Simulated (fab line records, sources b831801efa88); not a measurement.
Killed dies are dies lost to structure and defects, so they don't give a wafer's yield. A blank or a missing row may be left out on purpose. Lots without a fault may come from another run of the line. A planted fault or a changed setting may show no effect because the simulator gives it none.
Which tool did it? | flow sky130 | 24 lots, 72 wafers sampled, at 2 steps of a route of 708

WHAT THE GAUGES READ, wafer by wafer
SKY_CAP2M_THK_MEAS_04: measures by xrf.
lot  | measured     | on            | CAP2M_TIN_THK (nm)
L074 | day 39 15:34 | film_metro-02 | 202.9 205.5 204.4
L075 | day 39 18:19 | film_metro-04 | 196.9 197.0 196.2
L076 | day 40 08:55 | film_metro-03 | 197.4 194.8 198.9
L077 | day 40 18:52 | film_metro-03 | 195.6 199.6 200.6
L078 | day 41 01:52 | film_metro-03 | 199.2 202.8 199.2
L079 | day 41 08:23 | film_metro-04 | 197.6 196.3 199.0
L080 | day 41 20:04 | film_metro-04 | 198.2 200.7 198.0
L081 | day 42 00:03 | film_metro-04 | 197.7 195.6 197.2
L082 | day 42 09:05 | film_metro-04 | 196.7 197.7 198.5
L083 | day 42 12:23 | film_metro-04 | 200.1 197.5 200.1
L084 | day 42 18:07 | film_metro-03 | 196.7 196.1 200.1
L086 | day 43 05:41 | film_metro-02 | 195.3 197.6 194.9
L085 | day 43 09:38 | film_metro-03 | 194.3 195.6 196.8
L087 | day 43 12:52 | film_metro-03 | 199.3 199.1 194.1
L088 | day 43 17:37 | film_metro-03 | 201.4 198.6 199.3
L089 | day 44 00:27 | film_metro-04 | 197.0 199.6 198.1
L090 | day 44 02:02 | film_metro-02 | 196.1 200.3 201.2
L091 | day 44 15:28 | film_metro-04 | 199.3 201.5 202.4
L092 | day 44 18:52 | film_metro-04 | 196.7 196.3 195.9
L093 | day 45 03:49 | film_metro-02 | 199.4 196.2 199.3
L094 | day 45 10:38 | film_metro-03 | 195.1 199.6 197.0
L095 | day 45 12:19 | film_metro-03 | 202.4 200.0 198.4
L096 | day 45 20:12 | film_metro-04 | 197.6 193.9 194.7
L097 | day 46 01:07 | film_metro-04 | 198.4 196.0 200.1

WHICH TOOL RAN EACH LOT (tool, then ch and the chambers of the sampled wafers, then the start)
lot  | SKY_LI_CONTACT_SPUTTER_19
L074 | pvd_sputter-01, day 29 02:11
L075 | pvd_sputter-03, day 29 07:57
L076 | pvd_sputter-04, day 29 19:33
L077 | pvd_sputter-04, day 30 12:12
L078 | pvd_sputter-04, day 30 19:45
L079 | pvd_sputter-01, day 31 01:32
L080 | pvd_sputter-04, day 31 13:09
L081 | pvd_sputter-03, day 31 18:30
L082 | pvd_sputter-03, day 32 02:37
L083 | pvd_sputter-04, day 32 06:25
L084 | pvd_sputter-04, day 32 17:32
L086 | pvd_sputter-03, day 33 04:36
L085 | pvd_sputter-03, day 33 05:18
L087 | pvd_sputter-04, day 33 11:21
L088 | pvd_sputter-04, day 33 17:10
L089 | pvd_sputter-03, day 34 04:13
L090 | pvd_sputter-04, day 34 05:13
L091 | pvd_sputter-03, day 34 20:01
L092 | pvd_sputter-03, day 35 00:12
L093 | pvd_sputter-04, day 35 10:54
L094 | pvd_sputter-01, day 35 16:16
L095 | pvd_sputter-01, day 35 23:21
L096 | pvd_sputter-04, day 36 07:14
L097 | pvd_sputter-04, day 36 12:24
- SKY_LI_CONTACT_SPUTTER_19: material Ti, target thk 20 nm, time 106.37 s.

WHAT THE TOOLS THEMSELVES READ (means of the sampled wafers that have a number; where no wafer has one, the mark that the record gives instead)
SKY_LI_CONTACT_SPUTTER_19.
lot  | tool           | throttle_valve_pct (%)
L074 | pvd_sputter-01 | 30.6
L075 | pvd_sputter-03 | 30.2
L076 | pvd_sputter-04 | 30.4
L077 | pvd_sputter-04 | 30.5
L078 | pvd_sputter-04 | 29.8
L079 | pvd_sputter-01 | 30.7
L080 | pvd_sputter-04 | 30.4
L081 | pvd_sputter-03 | 29.0
L082 | pvd_sputter-03 | 30.3
L083 | pvd_sputter-04 | 29.7
L084 | pvd_sputter-04 | 30.3
L086 | pvd_sputter-03 | 30.2
L085 | pvd_sputter-03 | 30.2
L087 | pvd_sputter-04 | 31.0
L088 | pvd_sputter-04 | 30.5
L089 | pvd_sputter-03 | 29.4
L090 | pvd_sputter-04 | 30.3
L091 | pvd_sputter-03 | 28.8
L092 | pvd_sputter-03 | 30.6
L093 | pvd_sputter-04 | 30.5
L094 | pvd_sputter-01 | 30.8
L095 | pvd_sputter-01 | 30.7
L096 | pvd_sputter-04 | 30.1
L097 | pvd_sputter-04 | 30.5

THE ANSWER, worked out from the rows above alone
Rule: what is usual is taken from the lots themselves. Put in order of their means at a reading, lots are off if they are a third of the lots or fewer, leave a main group of 4 or more, and stand apart from it by a gap of 3 or more times the standard deviation of the main group's means; of several such gaps the widest counts. A main group whose means are all the same, to the digits that the tables above print for the reading, isn't used. A lot without any number at a reading at which 4 lots or more have one is off too. The other lots that the step has rows for count as sound. The gauges are gone through in route order, then the tools' own readings, and for those a lot's mean is taken as printed above. The first step at which some lot is off is used, and at that step the reading that is off furthest; a lot without a number counts as furthest.
No lot is off at any reading shown: from this, nothing can be told.

WHAT THE SIMULATOR HAD PUT IN
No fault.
